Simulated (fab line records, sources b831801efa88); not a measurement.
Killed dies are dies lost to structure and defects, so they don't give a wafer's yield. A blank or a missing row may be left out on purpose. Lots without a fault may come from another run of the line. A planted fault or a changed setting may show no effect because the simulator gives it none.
A struck lot beside a sound one | flow gf180mcu | 15 steps out of a route of 602
Sound: wafers L197.2, L197.4, L197.5. Struck: wafers L214.2, L214.4, L214.5. The cause comes at the end.
At each step with rows: each side's tool, then ch and its chambers, then its first start. Under that, the readings that differ: sound wafers | struck wafers | difference of the means | sigmas: that difference in standard deviations of wafers without a fault.
alike: readings whose means differ by less than 2 such deviations, and words and numbers that are the same on both sides. not compared: withheld readings, readings that some wafer has no value for, bounds like >300 that may hide the same value, and numbers for which the record gives no deviation and whose values overlap.
The two part at a step that has a row with sigmas, a row that says differs or no value, or rows on one side only. Numbers that don't overlap but have no deviation are shown without sigmas and don't part them. A reading that every wafer of one side lacks parts them only if that side has two wafers or more.

first, 7 steps without rows for these wafers: GF_STI_DEHYDRATE_05 (time 60 s); GF_STI_HMDS_06 (prime time 60 s); GF_STI_COAT_07 (resist thk 700 nm); GF_STI_SOFTBAKE_08 (time 60 s); GF_STI_EXPOSE_09 (exposes mask COMP, target cd 220 nm); GF_STI_PEB_10 (peb time 90 s); GF_STI_DEVELOP_11 (develop time 60 s).
GF_STI_CD_MEAS_12: target cd 220 nm.
  sound on cd_sem-02, day 2 11:47; struck on cd_sem-02, day 6 03:32
  reading    | sound             | struck            | difference | sigmas
  cd_nm (nm) | 218.3 219.2 218.0 | 222.9 222.0 221.7 | +3.7       | +3
GF_STI_ETCH_13: etches the open film in CHF3/O2, stops on Si, target depth 282.31 nm, time 112.9 s.
  sound on rie_diel-03 ch 0,3, day 2 11:53; struck on rie_diel-01 ch 1,3, day 6 03:38
  alike: drypump_motor_current_A, oes_product_au, throttle_valve_pct
  not compared: rf_hours_counter_h
GF_STI_ETCH_14: etches Si in HBr/Cl2/O2, target depth 360 nm, time 102.9 s.
  sound on rie_si-01 ch 0,2,3, day 2 11:58; struck on rie_si-02 ch 1,3, day 6 03:43
  alike: drypump_motor_current_A, he_backside_leak_sccm, oes_product_au, throttle_valve_pct
  not compared: rf_hours_counter_h
GF_STI_STRIP_15: strips in O2/N2.
  sound on plasma_asher-01 ch 0,1, day 2 12:02; struck on plasma_asher-02 ch 0, day 6 03:47
  alike: drypump_motor_current_A, heater_power_w, oes_product_au, strip_time_to_endpoint_s
  not compared: rf_hours_counter_h
then, 1 step without rows for these wafers: GF_STI_CLEAN_16 (cleans in dHF, time 25 s).
GF_STI_WET_ETCH_17: etches Si3N4 in H3PO4, target depth 45 nm, time 514 s.
  sound on wet_bench-04 ch 2, day 2 12:10; struck on wet_bench-01 ch 2, day 6 03:55
  reading    | sound                | struck               | difference | sigmas
  temp_c (C) | 159.92 159.97 159.86 | 158.77 158.64 158.71 | -1.21      | -9
then, 2 steps without rows for these wafers: GF_STI_CLEAN_18 (cleans in SC1/SC2, time 150 s); GF_PASSIVATION_PROBE_99.

WHERE THEY PART
First at GF_STI_CD_MEAS_12; last, within this record, at GF_STI_WET_ETCH_17.

WHY: what the simulator had put in
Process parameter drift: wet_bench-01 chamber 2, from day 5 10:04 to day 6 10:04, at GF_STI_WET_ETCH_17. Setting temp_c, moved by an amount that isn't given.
